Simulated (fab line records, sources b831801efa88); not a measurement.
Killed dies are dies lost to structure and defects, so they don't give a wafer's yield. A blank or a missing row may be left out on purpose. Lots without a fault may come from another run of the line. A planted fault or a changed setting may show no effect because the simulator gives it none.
Which tool did it? | flow gf180mcu | 14 lots, 42 wafers sampled, at 5 steps of a route of 602

WHAT THE GAUGES READ, wafer by wafer
The record holds no reading of a measuring or inspecting step that can be judged against a usual standard deviation.

WHICH TOOL RAN EACH LOT (tool, then ch and the chambers of the sampled wafers, then the start)
lot  | GF_M2_SPUTTER_00             | GF_V3_SPUTTER_21             | GF_TOP_METAL_SPUTTER_00      | GF_TOP_METAL_METAL_ETCH_16        | GF_TOP_METAL_STRIP_17
L895 | pvd_sputter-04, day 18 09:53 | pvd_sputter-01, day 22 14:44 | pvd_sputter-03, day 27 10:37 | rie_metal-01 ch 1, day 28 07:00   | plasma_asher-02 ch 0,1, day 28 07:17
L896 | pvd_sputter-02, day 18 18:44 | pvd_sputter-02, day 22 23:54 | pvd_sputter-03, day 27 18:47 | rie_metal-03 ch 1, day 28 15:03   | plasma_asher-02 ch 0,1, day 28 15:20
L897 | pvd_sputter-03, day 19 04:26 | pvd_sputter-01, day 23 08:08 | pvd_sputter-04, day 28 03:07 | rie_metal-04 ch 0,1, day 28 23:05 | plasma_asher-01 ch 0,1, day 28 23:20
L899 | pvd_sputter-04, day 19 15:49 | pvd_sputter-01, day 23 19:56 | pvd_sputter-03, day 28 12:25 | rie_metal-04 ch 0,1, day 29 08:37 | plasma_asher-04 ch 0,1, day 29 08:46
L900 | pvd_sputter-02, day 20 00:26 | pvd_sputter-01, day 24 02:49 | pvd_sputter-02, day 28 18:41 | rie_metal-04 ch 0,1, day 29 14:30 | plasma_asher-01 ch 0,1, day 29 14:39
L903 | pvd_sputter-04, day 21 08:55 | pvd_sputter-01, day 25 08:49 | pvd_sputter-02, day 29 21:58 | rie_metal-01 ch 0,1, day 30 16:45 | plasma_asher-02 ch 0,1, day 30 16:54
L906 | pvd_sputter-03, day 22 05:29 | pvd_sputter-04, day 26 04:12 | pvd_sputter-02, day 30 15:26 | rie_metal-03 ch 0,1, day 31 09:32 | plasma_asher-01 ch 0,1, day 31 09:43
L912 | pvd_sputter-04, day 24 07:51 | pvd_sputter-02, day 28 01:52 | pvd_sputter-03, day 32 05:04 | rie_metal-04 ch 0,1, day 32 21:26 | plasma_asher-04 ch 0,1, day 32 21:37
L913 | pvd_sputter-02, day 24 11:27 | pvd_sputter-04, day 28 05:20 | pvd_sputter-03, day 32 08:29 | rie_metal-03 ch 0, day 33 01:20   | plasma_asher-04 ch 0,1, day 33 01:31
L914 | pvd_sputter-02, day 25 02:22 | pvd_sputter-04, day 28 19:20 | pvd_sputter-04, day 32 19:14 | rie_metal-03 ch 1, day 33 10:53   | plasma_asher-01 ch 0,1, day 33 11:04
L915 | pvd_sputter-02, day 25 05:21 | pvd_sputter-02, day 28 21:13 | pvd_sputter-04, day 32 22:31 | rie_metal-03 ch 0,1, day 33 14:05 | plasma_asher-04 ch 1, day 33 14:16
L916 | pvd_sputter-02, day 25 14:39 | pvd_sputter-02, day 29 05:37 | pvd_sputter-02, day 33 04:16 | rie_metal-01 ch 0,1, day 33 20:09 | plasma_asher-01 ch 0,1, day 33 20:19
L917 | pvd_sputter-04, day 25 19:02 | pvd_sputter-02, day 29 07:56 | pvd_sputter-04, day 33 06:06 | rie_metal-03 ch 0,1, day 33 22:18 | plasma_asher-01 ch 0,1, day 33 22:28
L918 | pvd_sputter-03, day 26 03:50 | pvd_sputter-02, day 29 16:28 | pvd_sputter-04, day 33 13:00 | rie_metal-04 ch 0,1, day 34 04:53 | plasma_asher-01 ch 0,1, day 34 05:04
- GF_M2_SPUTTER_00: material Ti, target thk 37.5 nm, time 150 s.
- GF_V3_SPUTTER_21: material Ti, target thk 15 nm, time 80.02 s.
- GF_TOP_METAL_SPUTTER_00: material Ti, target thk 37.5 nm, time 150 s.
- GF_TOP_METAL_METAL_ETCH_16: etches the open film in Cl2/BCl3, stops on SiO2, target depth 1077.5 nm, time 179.6 s.
- GF_TOP_METAL_STRIP_17: strips in O2/N2.

WHAT THE TOOLS THEMSELVES READ (means of the sampled wafers that have a number; where no wafer has one, the mark that the record gives instead)
GF_M2_SPUTTER_00.
lot  | tool           | cathode_dc_power_W (W) | chamber_pressure_pa (Pa) | throttle_valve_pct (%)
L895 | pvd_sputter-04 | 3999.8                 | 1.996                    | 28.7
L896 | pvd_sputter-02 | 4000.1                 | 1.998                    | 30.4
L897 | pvd_sputter-03 | 3999.1                 | 2.001                    | 29.9
L899 | pvd_sputter-04 | 4000.1                 | 1.995                    | 29.8
L900 | pvd_sputter-02 | 3999.5                 | 2.002                    | 30.6
L903 | pvd_sputter-04 | 4000.0                 | 1.999                    | 28.6
L906 | pvd_sputter-03 | 4000.7                 | 2.004                    | 29.8
L912 | pvd_sputter-04 | 3999.7                 | 2.003                    | 29.7
L913 | pvd_sputter-02 | 4000.0                 | 2.002                    | 30.8
L914 | pvd_sputter-02 | 4000.0                 | 2.003                    | 30.5
L915 | pvd_sputter-02 | 4000.8                 | 1.997                    | 30.7
L916 | pvd_sputter-02 | 3999.9                 | 2.000                    | 30.7
L917 | pvd_sputter-04 | 3999.3                 | 1.998                    | 30.6
L918 | pvd_sputter-03 | 3999.5                 | 1.999                    | 29.2

GF_V3_SPUTTER_21.
lot  | tool           | cathode_dc_power_W (W) | chamber_pressure_pa (Pa) | throttle_valve_pct (%)
L895 | pvd_sputter-01 | 2499.8                 | 4.998                    | 30.4
L896 | pvd_sputter-02 | 2500.6                 | 4.999                    | 30.6
L897 | pvd_sputter-01 | 2500.1                 | 5.002                    | 30.2
L899 | pvd_sputter-01 | 2500.1                 | 5.001                    | 30.3
L900 | pvd_sputter-01 | 2500.3                 | 5.002                    | 30.3
L903 | pvd_sputter-01 | 2500.3                 | 4.990                    | 30.5
L906 | pvd_sputter-04 | 2500.1                 | 4.991                    | 29.6
L912 | pvd_sputter-02 | 2499.6                 | 5.002                    | 30.4
L913 | pvd_sputter-04 | 2500.3                 | 4.990                    | 30.7
L914 | pvd_sputter-04 | 2500.2                 | 5.003                    | 29.8
L915 | pvd_sputter-02 | 2499.9                 | 4.996                    | 30.5
L916 | pvd_sputter-02 | 2499.9                 | 5.001                    | 29.9
L917 | pvd_sputter-02 | 2500.2                 | 5.002                    | 30.0
L918 | pvd_sputter-02 | 2499.9                 | 4.996                    | 30.3

GF_TOP_METAL_SPUTTER_00.
lot  | tool           | cathode_dc_power_W (W) | chamber_pressure_pa (Pa) | throttle_valve_pct (%)
L895 | pvd_sputter-03 | 4000.1                 | 2.001                    | 30.2
L896 | pvd_sputter-03 | 3999.3                 | 2.001                    | 30.0
L897 | pvd_sputter-04 | 3999.7                 | 1.999                    | 31.0
L899 | pvd_sputter-03 | 4000.8                 | 1.996                    | 30.3
L900 | pvd_sputter-02 | 4000.2                 | 2.002                    | 30.8
L903 | pvd_sputter-02 | 4000.2                 | 1.996                    | 31.0
L906 | pvd_sputter-02 | 4000.4                 | 2.003                    | 30.0
L912 | pvd_sputter-03 | -                      | -                        | -
L913 | pvd_sputter-03 | -                      | -                        | -
L914 | pvd_sputter-04 | 3999.7                 | 2.000                    | 29.8
L915 | pvd_sputter-04 | 3999.8                 | 1.997                    | 29.4
L916 | pvd_sputter-02 | 3999.9                 | 1.997                    | 30.9
L917 | pvd_sputter-04 | 4000.4                 | 1.999                    | 29.9
L918 | pvd_sputter-04 | 4000.0                 | 2.003                    | 29.9

GF_TOP_METAL_METAL_ETCH_16.
lot  | tool         | drypump_motor_current_A (A) | oes_product_au (a.u.) | throttle_valve_pct (%)
L895 | rie_metal-01 | 5.9                         | 0.959                 | 28.270
L896 | rie_metal-03 | 5.1                         | 0.965                 | 28.261
L897 | rie_metal-04 | 6.1                         | 0.968                 | 28.260
L899 | rie_metal-04 | 6.1                         | 0.963                 | 28.253
L900 | rie_metal-04 | 6.1                         | 0.971                 | 28.253
L903 | rie_metal-01 | 5.9                         | 0.967                 | 28.265
L906 | rie_metal-03 | 6.2                         | 0.969                 | 28.253
L912 | rie_metal-04 | 5.8                         | 0.940                 | 28.276
L913 | rie_metal-03 | 6.7                         | 0.945                 | 28.292
L914 | rie_metal-03 | 5.2                         | 0.971                 | 28.252
L915 | rie_metal-03 | 5.6                         | 0.965                 | 28.268
L916 | rie_metal-01 | 5.9                         | 0.969                 | 28.253
L917 | rie_metal-03 | 5.6                         | 0.967                 | 28.266
L918 | rie_metal-04 | 6.1                         | 0.969                 | 28.248

GF_TOP_METAL_STRIP_17.
lot  | tool            | drypump_motor_current_A (A) | heater_power_w (W) | oes_product_au (a.u.) | strip_time_to_endpoint_s (s)
L895 | plasma_asher-02 | 6.3                         | 352                | 0.714                 | 13.36
L896 | plasma_asher-02 | 6.0                         | 343                | 0.708                 | 13.50
L897 | plasma_asher-01 | 5.3                         | 373                | 0.714                 | 13.24
L899 | plasma_asher-04 | 5.0                         | 353                | 0.712                 | 13.38
L900 | plasma_asher-01 | 5.2                         | 338                | 0.707                 | 13.31
L903 | plasma_asher-02 | 6.3                         | 353                | 0.709                 | 13.41
L906 | plasma_asher-01 | 5.3                         | 375                | 0.709                 | 13.50
L912 | plasma_asher-04 | 5.0                         | 367                | 0.708                 | 13.28
L913 | plasma_asher-04 | 5.0                         | 364                | 0.709                 | 13.38
L914 | plasma_asher-01 | 5.2                         | 337                | 0.709                 | 13.41
L915 | plasma_asher-04 | 5.1                         | 374                | 0.712                 | 13.40
L916 | plasma_asher-01 | 5.2                         | 337                | 0.712                 | 13.51
L917 | plasma_asher-01 | 5.2                         | 333                | 0.712                 | 13.46
L918 | plasma_asher-01 | 5.3                         | 370                | 0.712                 | 13.40

THE ANSWER, worked out from the rows above alone
Rule: what is usual is taken from the lots themselves. Put in order of their means at a reading, lots are off if they are a third of the lots or fewer, leave a main group of 4 or more, and stand apart from it by a gap of 3 or more times the standard deviation of the main group's means; of several such gaps the widest counts. A main group whose means are all the same, to the digits that the tables above print for the reading, isn't used. A lot without any number at a reading at which 4 lots or more have one is off too. The other lots that the step has rows for count as sound. The gauges are gone through in route order, then the tools' own readings, and for those a lot's mean is taken as printed above. The first step at which some lot is off is used, and at that step the reading that is off furthest; a lot without a number counts as furthest.
Off: L912, L913, at GF_TOP_METAL_SPUTTER_00 (cathode_dc_power_W). Without a number there: L912, L913. The main group: mean 4000.0 W, standard deviation 0.38.
A tool fits if, at that step or a process step before it, it ran every lot that is off, and no sound lot after the first of them. One fits: pvd_sputter-03 at GF_TOP_METAL_SPUTTER_00. Its last sound lot is L899 (day 28 12:25), its first lot that is off L912 (day 32 05:04): a fault that began between those two fits.
Blank at GF_TOP_METAL_SPUTTER_00 on the lots that are off, where sound lots have numbers: cathode_dc_power_W, chamber_pressure_pa, throttle_valve_pct.

WHAT THE SIMULATOR HAD PUT IN
Skipped step whole: pvd_sputter-03, from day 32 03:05 on, at GF_TOP_METAL_SPUTTER_00. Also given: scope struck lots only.
Lots struck among those shown: L912, L913. The rule above found the same.
